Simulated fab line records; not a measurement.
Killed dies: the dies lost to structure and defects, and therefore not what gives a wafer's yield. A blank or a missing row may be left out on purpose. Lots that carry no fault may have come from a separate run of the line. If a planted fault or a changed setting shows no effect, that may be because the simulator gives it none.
Problem report in the 8D (eight disciplines) form, filled by code	flow sky130	the parts of the form that need people (team, actions taken, sign-off) are left out

## 1. PROBLEM STATEMENT
Mean of strip_time_to_endpoint_s at SKY_NWELL_STRIP_25: 35.51 s across 2 wafers in 2 lots; on wafers with no fault it is 36.94 s (standard deviation 0.094). Measured from the usual mean, that is -15 standard deviations.
The step: strips in O2/N2.
Earliest sighting: wafer L397.6 on plasma_asher-04 at day 7 06:19. The record has a number at this step for 41 wafers belonging to 14 lots. Rule for "out", or "out of limits": more than 4 standard deviations from the usual mean. Any other wafer with a number is counted as sound.

## 2. WHAT IT IS, AND WHAT IT ISN'T
question	is	is not
which readings at this step	strip_time_to_endpoint_s	drypump_motor_current_A, o2_flow_sccm, oes_product_au
which lots	L396, L397	L390, L391, L392, L394, L404, L406, L408, L409, L410, L411, L412, L413
which wafers of those lots	L396.6, L397.6	L396.1, L396.5, L397.5
read on which tools	plasma_asher-01, plasma_asher-04	plasma_asher-02
when	from day 7 06:19	up to then (13 sound wafers); but 26 sound wafers of L396, L404, L406, L408, L409, L410, L411, L412, L413 came after

## 3. SUSPECTS, AND WHAT RULES EACH OUT
Counting: any tool at a process step up to the reading remains a suspect provided it ran every lot that is out. Sound lots after the first of them don't rule it out here, since some wafers of a struck lot are sound.
- litho_track-04 at SKY_NWELL_COAT_18 (resist thk 3000 nm): kept. It processed each lot that is out (first: L397, day 6 20:12); up to then, its last sound lot is L392 (day 5 10:51).
Left after counting: litho_track-04 at SKY_NWELL_COAT_18.

## 4. THE CAUSE (what the simulator had put in)
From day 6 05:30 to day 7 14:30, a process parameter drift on litho_track-04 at SKY_NWELL_COAT_18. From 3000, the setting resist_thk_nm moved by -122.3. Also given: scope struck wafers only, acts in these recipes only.
The count eliminated every tool but this one.

## 5. THE EFFECT CHAIN, in route order
Each row: a reading where the mean over the struck wafers with a number is more than 3 standard deviations away from the usual. Readings are gone through only where the record gives a usual standard deviation; hours: the median, over the lots, of the time from a lot's start at the first step in this table giving one to that lot's start at this step; sigmas: the change measured in usual standard deviations.
hours	step	reading	usual	on struck wafers	change	sigmas
0	SKY_NWELL_STRIP_25	strip_time_to_endpoint_s	36.94 s	35.51	-1.43	-15
The process steps in it:
- SKY_NWELL_STRIP_25: strips in O2/N2.

## 6. HOW IT WOULD HAVE BEEN CAUGHT EARLIER
The fault began at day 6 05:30; the first out-of-limits reading in this record came at day 7 06:19, 25 hours later.
No tool reading at SKY_NWELL_COAT_18 that has a usual standard deviation in the record was out on any struck wafer, so an alarm limit of 4 standard deviations on those readings would not have fired.
Each of the lots that are out, 2 in all, had begun SKY_NWELL_COAT_18 on litho_track-04 no later than day 7 06:19. Holding the tool at that point would not have protected any of them.
